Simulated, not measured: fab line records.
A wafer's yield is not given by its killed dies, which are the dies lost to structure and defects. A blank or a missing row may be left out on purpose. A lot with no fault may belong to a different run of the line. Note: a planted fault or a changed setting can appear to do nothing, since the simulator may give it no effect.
fab line records / flow sky130
record lots=6 wafers=18 lastDay=50
route steps=708 shown LDD_N@245 LDD_P@255 PAD_OPEN@708
lots untouched by any fault: they come from a run of this same line in which no faults occurred
startH: start of the lot's first displayed wafer, in hours after the record's first day / waitH: hours from the lot's prior step to this one / " as in the row above / L1.1+2: several wafers, shown together as one row / - no value present, or no start provided / * or withheld: withheld / < > ~ a bound
route shown NAME@n: a module of which the file shows steps, and the number in the route of the first / usual: mean/standard deviation of fault-free wafers / same: alike in all rows / chamber/n: place in a boat / sites: readings site by site / _std_site: standard deviation across them / _edge_site: the outer-site mean with the inner-site mean subtracted / radiusMm: how far each site lies from the wafer's centre / mask NAME#n: copy n / behind: the last tool/chamber to shape the wafer / hold: what put the lot on hold/how long, in hours/how the hold closed / device: whichever transistor did not switch (one of n, p or np) / end of line: tests run on the same wafers once the route is complete / a step without rows: its recipe alone / killed: not the wafer's yield, but the dies lost to structure and defects at the first sort / map: a wafer's dies, x killed, . not, _ none there
set.NAME: the setting the step ran with; set.NAME@STEP: the setting that earlier step ran with / model.NAME: the simulator's own value behind a step, which no gauge read
lots at some steps of the route; a table a step, a row a wafer
services: a tool's chamber out of use, with start hour (startH, from the record's first day; less than 0 if before it), hours out, and reason
## steps
# step SKY_LDD_N_IMPLANT_08
# recipe species=As energyKev=20 doseCm2=7.5e+13 tiltDeg=withheld rotationDeg=23
# step SKY_LDD_N_IMPLANT_09
# recipe species=As energyKev=20 doseCm2=7.577e+13 tiltDeg=withheld rotationDeg=113
# step SKY_LDD_N_IMPLANT_10
# recipe species=As energyKev=20 doseCm2=7.5e+13 tiltDeg=withheld rotationDeg=203
# step SKY_LDD_N_IMPLANT_11
# recipe species=As energyKev=20 doseCm2=7.5e+13 tiltDeg=withheld rotationDeg=293
# step SKY_LDD_N_IMPLANT_12
# recipe species=BF2 energyKev=50 doseCm2=5e+12 tiltDeg=30 rotationDeg=0
# step SKY_LDD_N_IMPLANT_13
# recipe species=BF2 energyKev=50 doseCm2=5e+12 tiltDeg=30 rotationDeg=90
# step SKY_LDD_N_IMPLANT_14
# recipe species=BF2 energyKev=50 doseCm2=5e+12 tiltDeg=30 rotationDeg=180
# step SKY_LDD_N_IMPLANT_15
# recipe species=BF2 energyKev=50 doseCm2=5e+12 tiltDeg=30 rotationDeg=270
# step SKY_LDD_N_STRIP_16
# recipe chemistry=O2/N2 powerW=1400 pressureMtorr=1500 platenTempC=withheld o2FlowSccm=3000 n2FlowSccm=300 overashFraction=0.5
# usual drypumpMotorCurrentA=5.94/0.2 oesProductAu=0.406/0.0045 stripTimeToEndpointS=4.319/0.014
# same overashFraction=0.5
lot.wafer=L409.4 tool=plasmaAsher-02 chamber=0 startH=461.81 waitH=0.1 drypumpMotorCurrentA=6.05 oesProductAu=0.409 rfHoursCounterH=- stripTimeToEndpointS=4.321
lot.wafer=L409.5 tool=plasmaAsher-02 chamber=1 startH=461.81 waitH=0.1 drypumpMotorCurrentA=5.74 oesProductAu=0.406 rfHoursCounterH=- stripTimeToEndpointS=4.312
lot.wafer=L409.6 tool=plasmaAsher-02 chamber=0 startH=461.81 waitH=0.1 drypumpMotorCurrentA=6.04 oesProductAu=0.397 rfHoursCounterH=- stripTimeToEndpointS=4.318
lot.wafer=L410.3 tool=plasmaAsher-04 chamber=0 startH=471.82 waitH=0.1 drypumpMotorCurrentA=6.27 oesProductAu=0.404 rfHoursCounterH=- stripTimeToEndpointS=4.301
lot.wafer=L410.4 tool=plasmaAsher-04 chamber=1 startH=471.82 waitH=0.1 drypumpMotorCurrentA=5.81 oesProductAu=0.404 rfHoursCounterH=- stripTimeToEndpointS=4.320
lot.wafer=L410.6 tool=plasmaAsher-04 chamber=0 startH=471.82 waitH=0.1 drypumpMotorCurrentA=6.25 oesProductAu=0.406 rfHoursCounterH=- stripTimeToEndpointS=4.311
lot.wafer=L416.2 tool=plasmaAsher-01 chamber=1 startH=517.02 waitH=0.1 drypumpMotorCurrentA=5.70 oesProductAu=0.402 rfHoursCounterH=68 stripTimeToEndpointS=4.320
lot.wafer=L416.4 tool=plasmaAsher-01 chamber=1 startH=517.02 waitH=0.1 drypumpMotorCurrentA=5.71 oesProductAu=0.401 rfHoursCounterH=- stripTimeToEndpointS=4.320
lot.wafer=L416.5 tool=plasmaAsher-01 chamber=0 startH=517.02 waitH=0.1 drypumpMotorCurrentA=6.08 oesProductAu=0.398 rfHoursCounterH=- stripTimeToEndpointS=4.317
lot.wafer=L417.1 tool=plasmaAsher-01 chamber=0 startH=518.52 waitH=0.1 drypumpMotorCurrentA=6.07 oesProductAu=0.411 rfHoursCounterH=68 stripTimeToEndpointS=4.321
lot.wafer=L417.5 tool=plasmaAsher-01 chamber=0 startH=518.52 waitH=0.1 drypumpMotorCurrentA=6.09 oesProductAu=0.411 rfHoursCounterH=- stripTimeToEndpointS=4.287
lot.wafer=L417.6 tool=plasmaAsher-01 chamber=1 startH=518.52 waitH=0.1 drypumpMotorCurrentA=5.72 oesProductAu=0.408 rfHoursCounterH=- stripTimeToEndpointS=4.328
lot.wafer=L422.1 tool=plasmaAsher-02 chamber=1 startH=579.22 waitH=0.1 drypumpMotorCurrentA=5.73 oesProductAu=0.407 rfHoursCounterH=89 stripTimeToEndpointS=4.340
lot.wafer=L422.2 tool=plasmaAsher-02 chamber=0 startH=579.22 waitH=0.1 drypumpMotorCurrentA=6.06 oesProductAu=0.401 rfHoursCounterH=89 stripTimeToEndpointS=4.329
lot.wafer=L422.3 tool=plasmaAsher-02 chamber=1 startH=579.22 waitH=0.1 drypumpMotorCurrentA=5.73 oesProductAu=0.406 rfHoursCounterH=- stripTimeToEndpointS=4.331
lot.wafer=L426.1 tool=plasmaAsher-02 chamber=1 startH=613.77 waitH=0.1 drypumpMotorCurrentA=5.74 oesProductAu=0.404 rfHoursCounterH=93 stripTimeToEndpointS=4.287
lot.wafer=L426.2 tool=plasmaAsher-02 chamber=0 startH=613.77 waitH=0.1 drypumpMotorCurrentA=6.05 oesProductAu=0.410 rfHoursCounterH=93 stripTimeToEndpointS=4.314
lot.wafer=L426.3 tool=plasmaAsher-02 chamber=0 startH=613.77 waitH=0.1 drypumpMotorCurrentA=6.04 oesProductAu=0.413 rfHoursCounterH=- stripTimeToEndpointS=4.309
# step SKY_LDD_N_TW_MEAS_17
# usual LDD_N_TW=2610/31
lot.wafer=L409.4 tool=filmMetro-04 chamber=- startH=461.90 waitH=0.1 LDD_N_TW=2629
lot.wafer=L409.5 tool=filmMetro-04 chamber=- startH=461.90 waitH=0.1 LDD_N_TW=2641
lot.wafer=L409.6 tool=filmMetro-04 chamber=- startH=461.90 waitH=0.1 LDD_N_TW=2636
lot.wafer=L410.3 tool=filmMetro-01 chamber=- startH=471.90 waitH=0.1 LDD_N_TW=2589
lot.wafer=L410.4 tool=filmMetro-01 chamber=- startH=471.90 waitH=0.1 LDD_N_TW=2591
lot.wafer=L410.6 tool=filmMetro-01 chamber=- startH=471.90 waitH=0.1 LDD_N_TW=2581
lot.wafer=L416.2 tool=filmMetro-04 chamber=- startH=517.13 waitH=0.1 LDD_N_TW=2633
lot.wafer=L416.4 tool=filmMetro-04 chamber=- startH=517.13 waitH=0.1 LDD_N_TW=2641
lot.wafer=L416.5 tool=filmMetro-04 chamber=- startH=517.13 waitH=0.1 LDD_N_TW=2629
lot.wafer=L417.1 tool=filmMetro-01 chamber=- startH=518.62 waitH=0.1 LDD_N_TW=2577
lot.wafer=L417.5 tool=filmMetro-01 chamber=- startH=518.62 waitH=0.1 LDD_N_TW=2581
lot.wafer=L417.6 tool=filmMetro-01 chamber=- startH=518.62 waitH=0.1 LDD_N_TW=2568
lot.wafer=L422.1 tool=filmMetro-01 chamber=- startH=579.32 waitH=0.1 LDD_N_TW=2569
lot.wafer=L422.2 tool=filmMetro-01 chamber=- startH=579.32 waitH=0.1 LDD_N_TW=2567
lot.wafer=L422.3 tool=filmMetro-01 chamber=- startH=579.32 waitH=0.1 LDD_N_TW=2569
lot.wafer=L426.1 tool=filmMetro-02 chamber=- startH=613.87 waitH=0.1 LDD_N_TW=2627
lot.wafer=L426.2 tool=filmMetro-02 chamber=- startH=613.87 waitH=0.1 LDD_N_TW=2635
lot.wafer=L426.3 tool=filmMetro-02 chamber=- startH=613.87 waitH=0.1 LDD_N_TW=2639
# step SKY_LDD_P_DEHYDRATE_00
# recipe tempC=200 timeS=60
# step SKY_LDD_P_HMDS_01
# recipe primeTimeS=60 primeTempC=120
# step SKY_LDD_P_COAT_02
# recipe resist=NOVOLAK spinRpm=3000 resistThkNm=1140
# usual exhaustPa=45.0/1 spinSpeedRpm=3000.1/2
lot.wafer=L409.4 tool=lithoTrack-02 chamber=0 startH=476.56 waitH=0.1 exhaustPa=42.9 spinSpeedRpm=3001.2 model.NOVOLAK_of_LDD_P_COAT_02.thkNm=1149
lot.wafer=L409.5 tool=lithoTrack-02 chamber=0 startH=476.56 waitH=0.1 exhaustPa=43.7 spinSpeedRpm=3002.8 model.NOVOLAK_of_LDD_P_COAT_02.thkNm=1150
lot.wafer=L409.6 tool=lithoTrack-02 chamber=0 startH=476.56 waitH=0.1 exhaustPa=42.9 spinSpeedRpm=3001.3 model.NOVOLAK_of_LDD_P_COAT_02.thkNm=1147
lot.wafer=L410.3 tool=lithoTrack-01 chamber=0 startH=485.98 waitH=0.1 exhaustPa=44.3 spinSpeedRpm=2997.6 model.NOVOLAK_of_LDD_P_COAT_02.thkNm=1139
lot.wafer=L410.4 tool=lithoTrack-01 chamber=0 startH=485.98 waitH=0.1 exhaustPa=45.8 spinSpeedRpm=3000.9 model.NOVOLAK_of_LDD_P_COAT_02.thkNm=1136
lot.wafer=L410.6 tool=lithoTrack-01 chamber=0 startH=485.98 waitH=0.1 exhaustPa=45.8 spinSpeedRpm=2997.8 model.NOVOLAK_of_LDD_P_COAT_02.thkNm=1139
lot.wafer=L416.2 tool=lithoTrack-01 chamber=0 startH=532.36 waitH=0.1 exhaustPa=46.4 spinSpeedRpm=3211.2 model.NOVOLAK_of_LDD_P_COAT_02.thkNm=1104
lot.wafer=L416.4 tool=lithoTrack-01 chamber=0 startH=532.36 waitH=0.1 exhaustPa=46.7 spinSpeedRpm=3207.4 model.NOVOLAK_of_LDD_P_COAT_02.thkNm=1104
lot.wafer=L416.5 tool=lithoTrack-01 chamber=0 startH=532.36 waitH=0.1 exhaustPa=45.6 spinSpeedRpm=3208.2 model.NOVOLAK_of_LDD_P_COAT_02.thkNm=1104
lot.wafer=L417.1 tool=lithoTrack-01 chamber=0 startH=534.13 waitH=0.1 exhaustPa=45.4 spinSpeedRpm=3205.6 model.NOVOLAK_of_LDD_P_COAT_02.thkNm=1102
lot.wafer=L417.5 tool=lithoTrack-01 chamber=0 startH=534.13 waitH=0.1 exhaustPa=44.7 spinSpeedRpm=3207.7 model.NOVOLAK_of_LDD_P_COAT_02.thkNm=1104
lot.wafer=L417.6 tool=lithoTrack-01 chamber=0 startH=534.13 waitH=0.1 exhaustPa=46.7 spinSpeedRpm=3209.4 model.NOVOLAK_of_LDD_P_COAT_02.thkNm=1100
lot.wafer=L422.1 tool=lithoTrack-01 chamber=0 startH=594.48 waitH=0.1 exhaustPa=44.4 spinSpeedRpm=2999.7 model.NOVOLAK_of_LDD_P_COAT_02.thkNm=1138
lot.wafer=L422.2 tool=lithoTrack-01 chamber=0 startH=594.48 waitH=0.1 exhaustPa=43.7 spinSpeedRpm=3001.4 model.NOVOLAK_of_LDD_P_COAT_02.thkNm=1136
lot.wafer=L422.3 tool=lithoTrack-01 chamber=0 startH=594.48 waitH=0.1 exhaustPa=44.5 spinSpeedRpm=2999.5 model.NOVOLAK_of_LDD_P_COAT_02.thkNm=1139
lot.wafer=L426.1 tool=lithoTrack-01 chamber=0 startH=628.38 waitH=0.1 exhaustPa=44.8 spinSpeedRpm=3005.3 model.NOVOLAK_of_LDD_P_COAT_02.thkNm=1142
lot.wafer=L426.2 tool=lithoTrack-01 chamber=0 startH=628.38 waitH=0.1 exhaustPa=44.9 spinSpeedRpm=3002.1 model.NOVOLAK_of_LDD_P_COAT_02.thkNm=1141
lot.wafer=L426.3 tool=lithoTrack-01 chamber=0 startH=628.38 waitH=0.1 exhaustPa=45.7 spinSpeedRpm=3000.7 model.NOVOLAK_of_LDD_P_COAT_02.thkNm=1140
# step SKY_LDD_P_SOFTBAKE_03
# recipe tempC=90 timeS=60 resist=NOVOLAK
# step SKY_LDD_P_EXPOSE_04
# recipe maskId=PSDM na=0.6 sourceShape=conventional sigmaOuter=0.6 polarization=unpolarized targetCdNm=380 doseMj=138
# step SKY_LDD_P_PEB_05
# recipe tempC=withheld timeS=* resist=NOVOLAK
# step SKY_LDD_P_DEVELOP_06
# recipe resist=NOVOLAK developer=TMAH developTimeS=60 devTempC=23
# usual exhaustPa=45.3/0.71
lot.wafer=L409.4 tool=lithoTrack-04 chamber=0 startH=492.26 waitH=0.1 exhaustPa=46.4 model.NOVOLAK_of_LDD_P_COAT_02.thkNm=1148
lot.wafer=L409.5 tool=lithoTrack-04 chamber=0 startH=492.26 waitH=0.1 exhaustPa=44.3 model.NOVOLAK_of_LDD_P_COAT_02.thkNm=1149
lot.wafer=L409.6 tool=lithoTrack-04 chamber=0 startH=492.26 waitH=0.1 exhaustPa=45.2 model.NOVOLAK_of_LDD_P_COAT_02.thkNm=1147
lot.wafer=L410.3 tool=lithoTrack-01 chamber=0 startH=501.78 waitH=0.1 exhaustPa=44.4 model.NOVOLAK_of_LDD_P_COAT_02.thkNm=1139
lot.wafer=L410.4 tool=lithoTrack-01 chamber=0 startH=501.78 waitH=0.1 exhaustPa=44.3 model.NOVOLAK_of_LDD_P_COAT_02.thkNm=1136
lot.wafer=L410.6 tool=lithoTrack-01 chamber=0 startH=501.78 waitH=0.1 exhaustPa=44.2 model.NOVOLAK_of_LDD_P_COAT_02.thkNm=1139
lot.wafer=L416.2 tool=lithoTrack-01 chamber=0 startH=547.16 waitH=0.1 exhaustPa=45.3 model.NOVOLAK_of_LDD_P_COAT_02.thkNm=1103
lot.wafer=L416.4 tool=lithoTrack-01 chamber=0 startH=547.16 waitH=0.1 exhaustPa=44.6 model.NOVOLAK_of_LDD_P_COAT_02.thkNm=1104
lot.wafer=L416.5 tool=lithoTrack-01 chamber=0 startH=547.16 waitH=0.1 exhaustPa=43.6 model.NOVOLAK_of_LDD_P_COAT_02.thkNm=1104
lot.wafer=L417.1 tool=lithoTrack-04 chamber=0 startH=548.94 waitH=0.1 exhaustPa=45.9 model.NOVOLAK_of_LDD_P_COAT_02.thkNm=1101
lot.wafer=L417.5 tool=lithoTrack-04 chamber=0 startH=548.94 waitH=0.1 exhaustPa=45.5 model.NOVOLAK_of_LDD_P_COAT_02.thkNm=1104
lot.wafer=L417.6 tool=lithoTrack-04 chamber=0 startH=548.94 waitH=0.1 exhaustPa=44.3 model.NOVOLAK_of_LDD_P_COAT_02.thkNm=1099
lot.wafer=L422.1 tool=lithoTrack-04 chamber=0 startH=608.29 waitH=0.1 exhaustPa=45.1 model.NOVOLAK_of_LDD_P_COAT_02.thkNm=1137
lot.wafer=L422.2 tool=lithoTrack-04 chamber=0 startH=608.29 waitH=0.1 exhaustPa=46.0 model.NOVOLAK_of_LDD_P_COAT_02.thkNm=1135
lot.wafer=L422.3 tool=lithoTrack-04 chamber=0 startH=608.29 waitH=0.1 exhaustPa=44.9 model.NOVOLAK_of_LDD_P_COAT_02.thkNm=1139
lot.wafer=L426.1 tool=lithoTrack-04 chamber=0 startH=642.29 waitH=0.1 exhaustPa=44.7 model.NOVOLAK_of_LDD_P_COAT_02.thkNm=1141
lot.wafer=L426.2 tool=lithoTrack-04 chamber=0 startH=642.29 waitH=0.1 exhaustPa=45.3 model.NOVOLAK_of_LDD_P_COAT_02.thkNm=1140
lot.wafer=L426.3 tool=lithoTrack-04 chamber=0 startH=642.29 waitH=0.1 exhaustPa=45.6 model.NOVOLAK_of_LDD_P_COAT_02.thkNm=1140
# step SKY_LDD_P_CD_MEAS_07
# recipe targetCdNm=380
# usual cdNm=380.1/2.5
lot.wafer=L409.4 tool=cdSem-01 chamber=- startH=492.40 waitH=0.1 cdNm=378.8
lot.wafer=L409.5 tool=cdSem-01 chamber=- startH=492.40 waitH=0.1 cdNm=376.9
lot.wafer=L409.6 tool=cdSem-01 chamber=- startH=492.40 waitH=0.1 cdNm=376.9
lot.wafer=L410.3 tool=cdSem-01 chamber=- startH=501.92 waitH=0.1 cdNm=380.0
lot.wafer=L410.4 tool=cdSem-01 chamber=- startH=501.92 waitH=0.1 cdNm=383.7
lot.wafer=L410.6 tool=cdSem-01 chamber=- startH=501.92 waitH=0.1 cdNm=380.6
lot.wafer=L416.2 tool=cdSem-01 chamber=- startH=547.30 waitH=0.1 cdNm=383.7
lot.wafer=L416.4 tool=cdSem-01 chamber=- startH=547.30 waitH=0.1 cdNm=384.3
lot.wafer=L416.5 tool=cdSem-01 chamber=- startH=547.30 waitH=0.1 cdNm=384.9
lot.wafer=L417.1 tool=cdSem-01 chamber=- startH=549.09 waitH=0.1 cdNm=384.6
lot.wafer=L417.5 tool=cdSem-01 chamber=- startH=549.09 waitH=0.1 cdNm=384.1
lot.wafer=L417.6 tool=cdSem-01 chamber=- startH=549.09 waitH=0.1 cdNm=385.6
lot.wafer=L422.1 tool=cdSem-02 chamber=- startH=608.44 waitH=0.1 cdNm=382.8
lot.wafer=L422.2 tool=cdSem-02 chamber=- startH=608.44 waitH=0.1 cdNm=381.8
lot.wafer=L422.3 tool=cdSem-02 chamber=- startH=608.44 waitH=0.1 cdNm=381.6
lot.wafer=L426.1 tool=cdSem-02 chamber=- startH=642.44 waitH=0.1 cdNm=379.3
lot.wafer=L426.2 tool=cdSem-02 chamber=- startH=642.44 waitH=0.1 cdNm=377.1
lot.wafer=L426.3 tool=cdSem-02 chamber=- startH=642.44 waitH=0.1 cdNm=379.9
# step SKY_LDD_P_OVL_MEAS_08
# usual LDD_P_OVL=-0.2/1.4
lot.wafer=L409.4 tool=overlay-01 chamber=- startH=492.48 waitH=0.1 LDD_P_OVL[nm]=0.9
lot.wafer=L409.5 tool=overlay-01 chamber=- startH=492.48 waitH=0.1 LDD_P_OVL[nm]=1.6
lot.wafer=L409.6 tool=overlay-01 chamber=- startH=492.48 waitH=0.1 LDD_P_OVL[nm]=2.8
lot.wafer=L410.3 tool=overlay-01 chamber=- startH=502.02 waitH=0.1 LDD_P_OVL[nm]=-2.4
lot.wafer=L410.4 tool=overlay-01 chamber=- startH=502.02 waitH=0.1 LDD_P_OVL[nm]=-1.2
lot.wafer=L410.6 tool=overlay-01 chamber=- startH=502.02 waitH=0.1 LDD_P_OVL[nm]=-2.2
lot.wafer=L416.2 tool=overlay-01 chamber=- startH=547.41 waitH=0.1 LDD_P_OVL[nm]=1.1
lot.wafer=L416.4 tool=overlay-01 chamber=- startH=547.41 waitH=0.1 LDD_P_OVL[nm]=0.6
lot.wafer=L416.5 tool=overlay-01 chamber=- startH=547.41 waitH=0.1 LDD_P_OVL[nm]=1.1
lot.wafer=L417.1 tool=overlay-01 chamber=- startH=549.21 waitH=0.1 LDD_P_OVL[nm]=-2.1
lot.wafer=L417.5 tool=overlay-01 chamber=- startH=549.21 waitH=0.1 LDD_P_OVL[nm]=-2.8
lot.wafer=L417.6 tool=overlay-01 chamber=- startH=549.21 waitH=0.1 LDD_P_OVL[nm]=-2.7
lot.wafer=L422.1 tool=overlay-01 chamber=- startH=608.56 waitH=0.1 LDD_P_OVL[nm]=0.4
lot.wafer=L422.2 tool=overlay-01 chamber=- startH=608.56 waitH=0.1 LDD_P_OVL[nm]=2.3
lot.wafer=L422.3 tool=overlay-01 chamber=- startH=608.56 waitH=0.1 LDD_P_OVL[nm]=0.8
lot.wafer=L426.1 tool=overlay-02 chamber=- startH=642.56 waitH=0.1 LDD_P_OVL[nm]=-1.6
lot.wafer=L426.2 tool=overlay-02 chamber=- startH=642.56 waitH=0.1 LDD_P_OVL[nm]=-0.7
lot.wafer=L426.3 tool=overlay-02 chamber=- startH=642.56 waitH=0.1 LDD_P_OVL[nm]=-2.5
# step SKY_LDD_P_IMPLANT_09
# recipe species=BF2 energyKev=25 doseCm2=1e+13 tiltDeg=withheld
# step SKY_LDD_P_STRIP_10
# recipe chemistry=O2/N2 powerW=1400 pressureMtorr=1500 platenTempC=withheld o2FlowSccm=3000 n2FlowSccm=300 overashFraction=0.5
# usual drypumpMotorCurrentA=5.8/0.44 oesProductAu=0.715/0.0047 stripTimeToEndpointS=14.20/0.038
# same overashFraction=0.5
lot.wafer=L409.4 tool=plasmaAsher-03 chamber=0 startH=492.68 waitH=0.1 drypumpMotorCurrentA=4.9 oesProductAu=0.716 rfHoursCounterH=- stripTimeToEndpointS=14.27
lot.wafer=L409.5 tool=plasmaAsher-03 chamber=1 startH=492.68 waitH=0.1 drypumpMotorCurrentA=6.1 oesProductAu=0.718 rfHoursCounterH=- stripTimeToEndpointS=14.28
lot.wafer=L409.6 tool=plasmaAsher-03 chamber=0 startH=492.68 waitH=0.1 drypumpMotorCurrentA=4.9 oesProductAu=0.717 rfHoursCounterH=- stripTimeToEndpointS=14.25
lot.wafer=L410.3 tool=plasmaAsher-03 chamber=0 startH=502.22 waitH=0.1 drypumpMotorCurrentA=5.0 oesProductAu=0.723 rfHoursCounterH=- stripTimeToEndpointS=14.17
lot.wafer=L410.4 tool=plasmaAsher-03 chamber=1 startH=502.22 waitH=0.1 drypumpMotorCurrentA=6.1 oesProductAu=0.718 rfHoursCounterH=- stripTimeToEndpointS=14.13
lot.wafer=L410.6 tool=plasmaAsher-03 chamber=0 startH=502.22 waitH=0.1 drypumpMotorCurrentA=5.0 oesProductAu=0.706 rfHoursCounterH=- stripTimeToEndpointS=14.17
lot.wafer=L416.2 tool=plasmaAsher-04 chamber=1 startH=547.59 waitH=0.1 drypumpMotorCurrentA=5.8 oesProductAu=0.714 rfHoursCounterH=43 stripTimeToEndpointS=13.76
lot.wafer=L416.4 tool=plasmaAsher-04 chamber=1 startH=547.59 waitH=0.1 drypumpMotorCurrentA=5.8 oesProductAu=0.719 rfHoursCounterH=- stripTimeToEndpointS=13.74
lot.wafer=L416.5 tool=plasmaAsher-04 chamber=0 startH=547.59 waitH=0.1 drypumpMotorCurrentA=6.3 oesProductAu=0.717 rfHoursCounterH=- stripTimeToEndpointS=13.75
lot.wafer=L417.1 tool=plasmaAsher-01 chamber=0 startH=549.39 waitH=0.1 drypumpMotorCurrentA=6.1 oesProductAu=0.718 rfHoursCounterH=71 stripTimeToEndpointS=13.73
lot.wafer=L417.5 tool=plasmaAsher-01 chamber=1 startH=549.39 waitH=0.1 drypumpMotorCurrentA=5.7 oesProductAu=0.712 rfHoursCounterH=- stripTimeToEndpointS=13.75
lot.wafer=L417.6 tool=plasmaAsher-01 chamber=0 startH=549.39 waitH=0.1 drypumpMotorCurrentA=6.1 oesProductAu=0.723 rfHoursCounterH=- stripTimeToEndpointS=13.71
lot.wafer=L422.1 tool=plasmaAsher-03 chamber=0 startH=608.74 waitH=0.1 drypumpMotorCurrentA=4.9 oesProductAu=0.715 rfHoursCounterH=17 stripTimeToEndpointS=14.15
lot.wafer=L422.2 tool=plasmaAsher-03 chamber=1 startH=608.74 waitH=0.1 drypumpMotorCurrentA=6.1 oesProductAu=0.712 rfHoursCounterH=17 stripTimeToEndpointS=14.14
lot.wafer=L422.3 tool=plasmaAsher-03 chamber=1 startH=608.74 waitH=0.1 drypumpMotorCurrentA=6.1 oesProductAu=0.719 rfHoursCounterH=- stripTimeToEndpointS=14.17
lot.wafer=L426.1 tool=plasmaAsher-03 chamber=0 startH=642.74 waitH=0.1 drypumpMotorCurrentA=5.0 oesProductAu=0.717 rfHoursCounterH=20 stripTimeToEndpointS=14.20
lot.wafer=L426.2 tool=plasmaAsher-03 chamber=1 startH=642.74 waitH=0.1 drypumpMotorCurrentA=6.1 oesProductAu=0.712 rfHoursCounterH=20 stripTimeToEndpointS=14.19
lot.wafer=L426.3 tool=plasmaAsher-03 chamber=0 startH=642.74 waitH=0.1 drypumpMotorCurrentA=5.0 oesProductAu=0.718 rfHoursCounterH=- stripTimeToEndpointS=14.16
# step SKY_LDD_P_TW_MEAS_11
# usual LDD_P_TW=640/6.7
lot.wafer=L409.4 tool=filmMetro-04 chamber=- startH=492.78 waitH=0.1 LDD_P_TW=645
lot.wafer=L409.5 tool=filmMetro-04 chamber=- startH=492.78 waitH=0.1 LDD_P_TW=648
lot.wafer=L409.6 tool=filmMetro-04 chamber=- startH=492.78 waitH=0.1 LDD_P_TW=646
lot.wafer=L410.3 tool=filmMetro-04 chamber=- startH=502.31 waitH=0.1 LDD_P_TW=648
lot.wafer=L410.4 tool=filmMetro-04 chamber=- startH=502.31 waitH=0.1 LDD_P_TW=646
lot.wafer=L410.6 tool=filmMetro-04 chamber=- startH=502.31 waitH=0.1 LDD_P_TW=647
lot.wafer=L416.2 tool=filmMetro-03 chamber=- startH=547.70 waitH=0.1 LDD_P_TW=640
lot.wafer=L416.4 tool=filmMetro-03 chamber=- startH=547.70 waitH=0.1 LDD_P_TW=637
lot.wafer=L416.5 tool=filmMetro-03 chamber=- startH=547.70 waitH=0.1 LDD_P_TW=643
lot.wafer=L417.1 tool=filmMetro-03 chamber=- startH=549.49 waitH=0.1 LDD_P_TW=642
lot.wafer=L417.5 tool=filmMetro-03 chamber=- startH=549.49 waitH=0.1 LDD_P_TW=642
lot.wafer=L417.6 tool=filmMetro-03 chamber=- startH=549.49 waitH=0.1 LDD_P_TW=640
lot.wafer=L422.1 tool=filmMetro-03 chamber=- startH=608.84 waitH=0.1 LDD_P_TW=643
lot.wafer=L422.2 tool=filmMetro-03 chamber=- startH=608.84 waitH=0.1 LDD_P_TW=647
lot.wafer=L422.3 tool=filmMetro-03 chamber=- startH=608.84 waitH=0.1 LDD_P_TW=645
lot.wafer=L426.1 tool=filmMetro-04 chamber=- startH=642.84 waitH=0.1 LDD_P_TW=647
lot.wafer=L426.2 tool=filmMetro-04 chamber=- startH=642.84 waitH=0.1 LDD_P_TW=648
lot.wafer=L426.3 tool=filmMetro-04 chamber=- startH=642.84 waitH=0.1 LDD_P_TW=649
# step SKY_PAD_OPEN_PROBE_99
# usual killed_at_M0_to_M3=43/7.3 killed_at_M4_up=3.1/1.7 killedAtContacts=24/4.7 killedAtFrontEnd=15/4.6 killedAtOther=0.3/0.55 killedDies=86/9.7 killedOpen=47/6.7 killedShort=39/6.5
# same grossDies=492 killedAtBackSide=0
lot.wafer=L416.2 tool=prober-01 chamber=- startH=1145.65 waitH=0.1 killed_at_M0_to_M3=42 killed_at_M4_up=4 killedAtContacts=23 killedAtFrontEnd=15 killedAtOther=0 killedDies=84 killedOpen=41 killedShort=43
lot.wafer=L416.4 tool=prober-01 chamber=- startH=1145.75 waitH=0.2 killed_at_M0_to_M3=45 killed_at_M4_up=6 killedAtContacts=23 killedAtFrontEnd=15 killedAtOther=0 killedDies=89 killedOpen=46 killedShort=43
lot.wafer=L416.5 tool=prober-01 chamber=- startH=1145.80 waitH=0.2 killed_at_M0_to_M3=42 killed_at_M4_up=6 killedAtContacts=27 killedAtFrontEnd=13 killedAtOther=0 killedDies=88 killedOpen=39 killedShort=49
# killed by level:class
L416.2 LOCAL_INTERCONNECT:geometricParticle:short=9 VIA1:geometricParticle:open=9 VIA2:geometricParticle:open=6 VIA1:geometricParticle:short=5 METAL2:geometricParticle:short=5 LI_CONTACT:geometricParticle:open=5 VIA3:geometricParticle:open=5 METAL3:geometricParticle:short=5
L416.4 VIA1:geometricParticle:open=10 LI_CONTACT:geometricParticle:open=8 METAL1:geometricParticle:short=8 POLY_GATE:geometricParticle:open=7 VIA3:geometricParticle:open=6 CONTACT:geometricParticle:open=5 VIA1:geometricParticle:short=5 LOCAL_INTERCONNECT:geometricParticle:short=4
L416.5 VIA1:geometricParticle:open=13 METAL1:geometricParticle:short=8 CONTACT:geometricParticle:short=7 FIELD_ISO:geometricParticle:short=6 LI_CONTACT:geometricParticle:open=6 LOCAL_INTERCONNECT:geometricParticle:short=6 POLY_GATE:geometricParticle:short=5 CONTACT:geometricParticle:open=5
## services
tool=plasmaAsher-03 chamber=0 startH=438.08 hours=- kind=clean
tool=plasmaAsher-03 chamber=1 startH=438.08 hours=- kind=clean
tool=plasmaAsher-01 chamber=- startH=473.55 hours=14.6 kind=pm
tool=plasmaAsher-01 chamber=- startH=493.69 hours=4.0 kind=repair
tool=plasmaAsher-04 chamber=- startH=585.01 hours=2.8 kind=pm
tool=plasmaAsher-03 chamber=- startH=634.02 hours=1.8 kind=repair
## key
firstSign step=SKY_LDD_P_COAT_02 reading=spinSpeedRpm direction=up sigmas=99+ usual=3000.1 struck=3208.3
effect step=SKY_LDD_P_CD_MEAS_07 reading=cdNm direction=up sigmas=1.8 usual=380.1 struck=384.5
effect step=SKY_LDD_P_STRIP_10 reading=stripTimeToEndpointS direction=down sigmas=12 usual=* struck=*
modelEffect step=SKY_LDD_P_COAT_02 value=NOVOLAK_of_LDD_P_COAT_02.thkNm without=1141 struck=1103
modelEffect step=SKY_LDD_P_DEVELOP_06 value=NOVOLAK_of_LDD_P_COAT_02.thkNm without=1140 struck=1102
metAt SKY_LDD_P_COAT_02
struckWafers L416.2,L416.4,L416.5,L417.1,L417.5,L417.6
testerLeftOut L416,L417
onsetBetween 485.98 532.36
fault kind=processParameterDrift tool=lithoTrack-01 chamber=- onsetH=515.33 steps=SKY_LDD_P_COAT_02 channel=spinRpm offset=208.36 shape=step endH=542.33 actsIn=theseRecipesOnly stated=3000
# testerLeftOut: of these lots the tester's yield and bins aren't shown, on N5 and GAA mostly nor the transistor test; their killed dies are dies lost to structure and defects alone, not to doping, threshold or leakage, so they don't give the yield
